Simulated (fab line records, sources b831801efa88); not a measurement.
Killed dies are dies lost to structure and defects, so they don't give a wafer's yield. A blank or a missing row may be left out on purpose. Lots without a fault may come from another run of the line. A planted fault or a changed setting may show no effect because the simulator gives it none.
One fault seen from 2 desks | flow sky130 | each desk has only its own numbers; what lay behind them comes last

THE METROLOGY DESK
What the gauges read, lot by lot, whatever tool the lot ran on: means of the sampled wafers that have a number. A lot is out of limits, marked OUT, if its mean lies more than 4 standard deviations from the usual mean; the brackets give that distance.
Columns: A = CONTACT_W_RS at SKY_CONTACT_RS_MEAS_25, usual 0.338 ohm/sq; B = CONTACT_W_THK at SKY_CONTACT_THK_MEAS_26, usual 326 nm
lot  | first seen here | A                | B
L275 | day 31 16:17    | 0.341            | 330
L276 | day 31 22:58    | 0.335            | 334
L277 | day 32 13:06    | 0.340            | 326
L278 | day 32 19:07    | 0.335            | 334
L279 | day 33 01:40    | 0.340            | 319
L281 | day 33 14:34    | 0.339            | 320
L280 | day 33 15:46    | 0.336            | 333
L282 | day 34 02:19    | 0.342            | 324
L284 | day 34 21:45    | 0.306 (-7.4) OUT | 366 (+6.6) OUT
L289 | day 36 07:29    | 0.318 (-4.6) OUT | 351 (+4.0) OUT
L293 | day 37 16:28    | 0.337            | 330
L294 | day 37 17:19    | 0.335            | 326
L295 | day 37 22:02    | 0.338            | 329
L298 | day 38 20:55    | 0.338            | 322
This desk's finding: out of limits on L284, L289; first on L284, day 34 21:45 (CONTACT_W_RS at SKY_CONTACT_RS_MEAS_25). In limits: L275, L276, L277, L278, L279, L281, L280, L282, L293, L294, L295, L298.

THE TOOL OWNER'S DESK: cvd_w-01
The tool's own readings at SKY_CONTACT_CVD_24 (deposits W, target thk 340 nm, time 102.12 s): means of the sampled wafers that have a number, for each lot that ran on this tool. A lot is out of limits, marked OUT, if its mean lies more than 4 standard deviations from the usual mean; the brackets give that distance.
Columns: A = heater_power_outer_w at SKY_CONTACT_CVD_24, usual 499 W; B = heater_power_w at SKY_CONTACT_CVD_24, usual 847 W
lot  | first seen here | A   | B
L276 | day 31 22:52    | 510 | 833
L278 | day 32 19:00    | 504 | 832
L280 | day 33 15:40    | 518 | 853
L282 | day 34 02:12    | 518 | 849
L284 | day 34 21:38    | 501 | 832
L289 | day 36 07:23    | 531 | 873
This desk's finding: nothing out of limits on any of the 6 lots.

PUT TOGETHER
The metrology desk could have raised an alarm at day 34 21:45, on L284, L289.
The tool owner's desk saw nothing out of limits.
The tool owner's desk has L284, L289 on record, within its limits.
Of the lots named, all ran SKY_CONTACT_CVD_24 on cvd_w-01.

WHAT THE SIMULATOR HAD PUT IN
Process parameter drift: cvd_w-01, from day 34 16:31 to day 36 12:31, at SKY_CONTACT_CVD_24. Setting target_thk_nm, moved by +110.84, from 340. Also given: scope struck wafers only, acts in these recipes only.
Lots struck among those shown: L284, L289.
Hours from the fault's start to each desk's first reading out of limits: the metrology desk, 5.
